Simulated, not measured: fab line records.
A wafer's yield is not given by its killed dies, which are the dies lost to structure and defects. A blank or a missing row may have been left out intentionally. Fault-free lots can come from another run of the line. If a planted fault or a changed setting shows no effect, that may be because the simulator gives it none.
Which tool is to blame? / flow sky130 / 12 lots, 36 wafers sampled, at 4 steps of a route of 708

WHAT THE GAUGES READ, wafer by wafer
SKY_VT_ADJUST_LVTN_OVL_MEAS_18. Usual: for VT_ADJUST_LVTN_01_OVL the level is 0.0 nm and the standard deviation is 1.4.
lot=L546; measured=day 8 04:13; on=overlay-02; VT_ADJUST_LVTN_01_OVL (nm)=2.4 1.8 0.8; flag=
lot=L547; measured=day 8 18:07; on=overlay-01; VT_ADJUST_LVTN_01_OVL (nm)=-0.8 0.5 0.9; flag=
lot=L549; measured=day 8 21:50; on=overlay-02; VT_ADJUST_LVTN_01_OVL (nm)=0.0 0.4 1.0; flag=
lot=L552; measured=day 10 00:53; on=overlay-01; VT_ADJUST_LVTN_01_OVL (nm)=-1.8 -1.7 -0.5; flag=
lot=L554; measured=day 10 15:14; on=overlay-01; VT_ADJUST_LVTN_01_OVL (nm)=0.1 -0.5 1.7; flag=
lot=L555; measured=day 10 15:41; on=overlay-02; VT_ADJUST_LVTN_01_OVL (nm)=-0.9 -0.7 -1.0; flag=
lot=L562; measured=day 12 11:58; on=overlay-01; VT_ADJUST_LVTN_01_OVL (nm)=1.1 2.0 0.7; flag=
lot=L564; measured=day 13 02:04; on=overlay-01; VT_ADJUST_LVTN_01_OVL (nm)=-2.1 -1.5 -2.1; flag=
lot=L565; measured=day 13 04:16; on=overlay-02; VT_ADJUST_LVTN_01_OVL (nm)=0.1 2.4 0.6; flag=
lot=L566; measured=day 13 16:06; on=overlay-02; VT_ADJUST_LVTN_01_OVL (nm)=-0.3 1.1 -0.6; flag=
lot=L567; measured=day 13 18:56; on=overlay-01; VT_ADJUST_LVTN_01_OVL (nm)=0.3 -2.5 -1.1; flag=
lot=L568; measured=day 13 19:52; on=overlay-01; VT_ADJUST_LVTN_01_OVL (nm)=-2.7 -1.9 -1.4; flag=

SKY_VT_ADJUST_PCH_TW_MEAS_10. Usual: for VT_ADJUST_PCH_TW the level is 141.2 and the standard deviation is 1.3.
lot=L546; measured=day 10 21:09; on=film_metro-01; VT_ADJUST_PCH_TW=141.0 141.2 140.0; flag=
lot=L547; measured=day 11 14:43; on=film_metro-04; VT_ADJUST_PCH_TW=141.0 142.4 141.0; flag=
lot=L549; measured=day 11 18:00; on=film_metro-04; VT_ADJUST_PCH_TW=142.0 142.1 142.2; flag=
lot=L552; measured=day 13 02:04; on=film_metro-02; VT_ADJUST_PCH_TW=138.9 138.4 138.9; flag=
lot=L554; measured=day 13 18:23; on=film_metro-01; VT_ADJUST_PCH_TW=141.7 141.3 140.9; flag=
lot=L555; measured=day 13 19:04; on=film_metro-04; VT_ADJUST_PCH_TW=142.7 142.0 141.8; flag=
lot=L562; measured=day 15 18:57; on=film_metro-04; VT_ADJUST_PCH_TW=141.9 143.5 142.8; flag=
lot=L564; measured=day 16 10:34; on=film_metro-01; VT_ADJUST_PCH_TW=141.0 141.6 141.0; flag=
lot=L565; measured=day 16 12:45; on=film_metro-04; VT_ADJUST_PCH_TW=115.8 116.4 115.2 115.9 115.9 116.5; flag=OFF
lot=L566; measured=day 17 02:21; on=film_metro-01; VT_ADJUST_PCH_TW=114.3 113.5 114.8 114.2 114.2 113.8; flag=OFF
lot=L567; measured=day 17 04:10; on=film_metro-04; VT_ADJUST_PCH_TW=141.7 141.5 142.3; flag=
lot=L568; measured=day 17 05:29; on=film_metro-02; VT_ADJUST_PCH_TW=139.3 139.8 140.2; flag=

SKY_CONTACT_CD_MEAS_14: target cd 170 nm. Usual: cd_nm reads 170.0 nm (standard deviation 1.4).
lot=L546; measured=day 32 00:40; on=cd_sem-02; cd_nm (nm)=168.4 169.4 166.6; flag=
lot=L547; measured=day 32 16:43; on=cd_sem-02; cd_nm (nm)=172.5 170.5 169.7; flag=
lot=L549; measured=day 33 04:16; on=cd_sem-02; cd_nm (nm)=170.4 169.2 168.2; flag=
lot=L552; measured=day 34 14:48; on=cd_sem-01; cd_nm (nm)=169.6 169.7 169.1; flag=
lot=L554; measured=day 35 02:32; on=cd_sem-01; cd_nm (nm)=171.5 171.1 172.0; flag=
lot=L555; measured=day 35 03:46; on=cd_sem-02; cd_nm (nm)=166.3 170.6 169.6; flag=
lot=L562; measured=day 37 00:44; on=cd_sem-01; cd_nm (nm)=169.0 169.8 170.0; flag=
lot=L564; measured=day 37 18:49; on=cd_sem-02; cd_nm (nm)=170.2 168.9 169.7; flag=
lot=L565; measured=day 37 21:53; on=cd_sem-01; cd_nm (nm)=172.3 171.4 170.7; flag=
lot=L566; measured=day 38 05:26; on=cd_sem-01; cd_nm (nm)=170.1 168.0 170.6; flag=
lot=L567; measured=day 38 10:22; on=cd_sem-02; cd_nm (nm)=167.0 167.4 167.5; flag=
lot=L568; measured=day 38 08:50; on=cd_sem-01; cd_nm (nm)=170.7 170.8 169.9; flag=

WHICH TOOL RAN EACH LOT (tool, then ch and the chambers of the sampled wafers, then the start)
lot=L546; SKY_VT_ADJUST_PCH_IMPLANT_08=implanter-03 ch 0, day 10 20:54
lot=L547; SKY_VT_ADJUST_PCH_IMPLANT_08=implanter-03 ch 0, day 11 14:28
lot=L549; SKY_VT_ADJUST_PCH_IMPLANT_08=implanter-04 ch 0, day 11 17:48
lot=L552; SKY_VT_ADJUST_PCH_IMPLANT_08=implanter-04 ch 0, day 13 01:51
lot=L554; SKY_VT_ADJUST_PCH_IMPLANT_08=implanter-04 ch 0, day 13 18:11
lot=L555; SKY_VT_ADJUST_PCH_IMPLANT_08=implanter-03 ch 0, day 13 18:51
lot=L562; SKY_VT_ADJUST_PCH_IMPLANT_08=implanter-03 ch 0, day 15 18:42
lot=L564; SKY_VT_ADJUST_PCH_IMPLANT_08=implanter-04 ch 0, day 16 10:19
lot=L565; SKY_VT_ADJUST_PCH_IMPLANT_08=implanter-03 ch 0, day 16 12:30
lot=L566; SKY_VT_ADJUST_PCH_IMPLANT_08=implanter-03 ch 0, day 17 02:08
lot=L567; SKY_VT_ADJUST_PCH_IMPLANT_08=implanter-04 ch 0, day 17 03:55
lot=L568; SKY_VT_ADJUST_PCH_IMPLANT_08=implanter-04 ch 0, day 17 05:15
- SKY_VT_ADJUST_PCH_IMPLANT_08

AS READ BY THE TOOLS THEMSELVES (means over the sampled wafers that have a number; for cases with no such wafer, the mark the record gives instead)
SKY_VT_ADJUST_PCH_IMPLANT_08. Usual: dose_ions_cm2 5e+11, standard deviation 5.4e+08; faraday_current_uA 2.82, standard deviation 0.052.
lot=L546 tool=implanter-03 dose_ions_cm2=5e+11 faraday_current_uA=2.85 flag=
lot=L547 tool=implanter-03 dose_ions_cm2=5e+11 faraday_current_uA=2.84 flag=
lot=L549 tool=implanter-04 dose_ions_cm2=5e+11 faraday_current_uA=2.82 flag=
lot=L552 tool=implanter-04 dose_ions_cm2=5e+11 faraday_current_uA=2.87 flag=
lot=L554 tool=implanter-04 dose_ions_cm2=5e+11 faraday_current_uA=2.87 flag=
lot=L555 tool=implanter-03 dose_ions_cm2=5e+11 faraday_current_uA=2.82 flag=
lot=L562 tool=implanter-03 dose_ions_cm2=5e+11 faraday_current_uA=2.81 flag=
lot=L564 tool=implanter-04 dose_ions_cm2=5e+11 faraday_current_uA=2.82 flag=
lot=L565 tool=implanter-03 dose_ions_cm2=2e+11 faraday_current_uA=1.22 flag=OFF
lot=L566 tool=implanter-03 dose_ions_cm2=2e+11 faraday_current_uA=1.23 flag=OFF
lot=L567 tool=implanter-04 dose_ions_cm2=5e+11 faraday_current_uA=2.81 flag=
lot=L568 tool=implanter-04 dose_ions_cm2=5e+11 faraday_current_uA=2.81 flag=

THE ANSWER, worked out from the rows above alone
Rule: a lot is off if the mean of its wafers that have a number lies more than 3 standard deviations from the usual mean. A lot without any number at a reading at which 4 lots or more have one is off too. Where the step has rows for the other lots, those lots are counted as sound. Order of review: gauges by route order, followed by the tools' own readings, for which a lot's mean as printed above is used. At the first step where some lot is off, the reading lying furthest off is the one used; lots without a number count as furthest.
Off: L565, L566, at SKY_VT_ADJUST_PCH_TW_MEAS_10 (VT_ADJUST_PCH_TW).
A tool fits if, at a process step before that reading, it ran every lot that is off, and no sound lot after the first of them. Not tried: the gauges at SKY_VT_ADJUST_PCH_TW_MEAS_10; whatever is off there is also off at SKY_VT_ADJUST_PCH_IMPLANT_08, on other tools, and gauge error can't account for it. One fits: implanter-03 at SKY_VT_ADJUST_PCH_IMPLANT_08. A fault onset in the window from L562 (day 15 18:42, its last sound lot) to L565 (day 16 12:30, its first lot off) fits.
The tool's own readings at SKY_VT_ADJUST_PCH_IMPLANT_08 bear it out: on the lots that are off they differ by more than 5 times the standard deviation of the sound lots' means. dose_ions_cm2 reads 2e+11 there against 5e+11 on the sound lots; faraday_current_uA reads 1.23 there against 2.83 on the sound lots.

WHAT THE SIMULATOR HAD INSERTED
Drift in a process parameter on implanter-03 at SKY_VT_ADJUST_PCH_IMPLANT_08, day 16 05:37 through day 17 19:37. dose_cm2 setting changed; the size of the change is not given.
Shown lots that were struck: L565, L566. The same result came from the rule above.
